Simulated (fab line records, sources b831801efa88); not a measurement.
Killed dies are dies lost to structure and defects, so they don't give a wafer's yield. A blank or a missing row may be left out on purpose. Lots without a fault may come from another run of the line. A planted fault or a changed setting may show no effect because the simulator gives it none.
Chamber matching | flow gf180mcu | GF_V2_CVD_02 on pecvd-03: 3 sister chambers
The step deposits SiO2 from TEOS, target thk 850 nm, time 94.851 s. 3 wafers are shown with their chamber, then 11 later ones without.

WAFERS WITH THEIR CHAMBER
wafer  | chamber | heater_power_w (W)
L085.4 | 1       | 650
L085.5 | 2       | 628
L087.1 | 0       | 859

WAFERS WITHOUT THEIR CHAMBER
wafer  | heater_power_w (W)
L087.3 | 563
L087.5 | 616
L094.3 | 820
L094.4 | 666
L094.5 | 651
L096.1 | 617
L096.2 | 598
L096.5 | 879
L097.1 | 655
L097.3 | 539
L097.6 | 594

WHICH CHAMBER EACH WENT THROUGH
wafer  | from the rows above     | in truth
L087.3 | can't be placed: 2 or 1 | 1
L087.5 | can't be placed: 2 or 1 | 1
L094.3 | 0                       | 0
L094.4 | can't be placed: 1 or 2 | 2
L094.5 | can't be placed: 1 or 2 | 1
L096.1 | can't be placed: 2 or 1 | 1
L096.2 | can't be placed: 2 or 1 | 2
L096.5 | 0                       | 0
L097.1 | can't be placed: 1 or 2 | 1
L097.3 | can't be placed: 2 or 1 | 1
L097.6 | can't be placed: 2 or 1 | 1
Placed correctly: 2 of 11. Can't be placed from these rows: 9 (the true chamber is among the candidates in 9). Placed wrongly: 0.
How it was worked out, from the rows above alone: a wafer's distance from a chamber is the root of the sum, over the readings, of the square of ((its reading less the chamber's mean) divided by the reading's scatter). The wafer belongs to the nearest chamber; if the next one is less than 2 further off, it can't be placed. A chamber's mean is the mean of its shown wafers. The scatter: with one shown wafer a chamber, the root of the mean of the squares of how far each hidden wafer lies from its nearest shown one.
